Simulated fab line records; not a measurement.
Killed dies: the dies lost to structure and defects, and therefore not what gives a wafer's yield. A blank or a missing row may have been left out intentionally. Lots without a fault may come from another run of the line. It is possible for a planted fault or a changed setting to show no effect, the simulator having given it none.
Matching of chambers / flow gf180mcu / cmp-02 running GF_V1_CMP_04: 4 sister chambers
The step polishes SiO2. 4 wafers are shown with their chamber, then 9 later ones without.

## WAFERS, EACH WITH ITS CHAMBER
wafer=L965.1; chamber=1; time-to-endpoint-s (s)=73
wafer=L965.5; chamber=2; time-to-endpoint-s (s)=73
wafer=L966.3; chamber=0; time-to-endpoint-s (s)=84
wafer=L966.5; chamber=3; time-to-endpoint-s (s)=83

## WAFERS MISSING THEIR CHAMBER
wafer=L968.2; time-to-endpoint-s (s)=84
wafer=L968.4; time-to-endpoint-s (s)=84
wafer=L968.5; time-to-endpoint-s (s)=85
wafer=L969.3; time-to-endpoint-s (s)=75
wafer=L969.4; time-to-endpoint-s (s)=87
wafer=L969.6; time-to-endpoint-s (s)=84
wafer=L970.1; time-to-endpoint-s (s)=77
wafer=L970.2; time-to-endpoint-s (s)=68
wafer=L970.5; time-to-endpoint-s (s)=79

## EACH ONE'S CHAMBER
wafer=L968.2; from the rows above=can't be placed: 0 or 3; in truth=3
wafer=L968.4; from the rows above=can't be placed: 0 or 3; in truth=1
wafer=L968.5; from the rows above=can't be placed: 0 or 3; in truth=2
wafer=L969.3; from the rows above=can't be placed: 1 or 2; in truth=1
wafer=L969.4; from the rows above=can't be placed: 0 or 3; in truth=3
wafer=L969.6; from the rows above=can't be placed: 0 or 3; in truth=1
wafer=L970.1; from the rows above=can't be placed: 1 or 2 or 3 or 0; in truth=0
wafer=L970.2; from the rows above=can't be placed: 1 or 2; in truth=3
wafer=L970.5; from the rows above=can't be placed: 3 or 0 or 1 or 2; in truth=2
Correctly placed: 0 of 9. Not placeable from these rows: 9 (in 5, the candidates include the true chamber). 0 placed wrongly.
How it was worked out, from the rows above alone: a wafer's distance from a chamber is the root of the sum, over the readings, of the square of ((its reading less the chamber's mean) divided by the reading's scatter). The wafer belongs to the nearest chamber; if the next one is less than 2 further off, it can't be placed. Each chamber's mean is taken over the wafers shown for it. The scatter: with one shown wafer a chamber, the root of the mean of the squares of how far each hidden wafer lies from its nearest shown one.
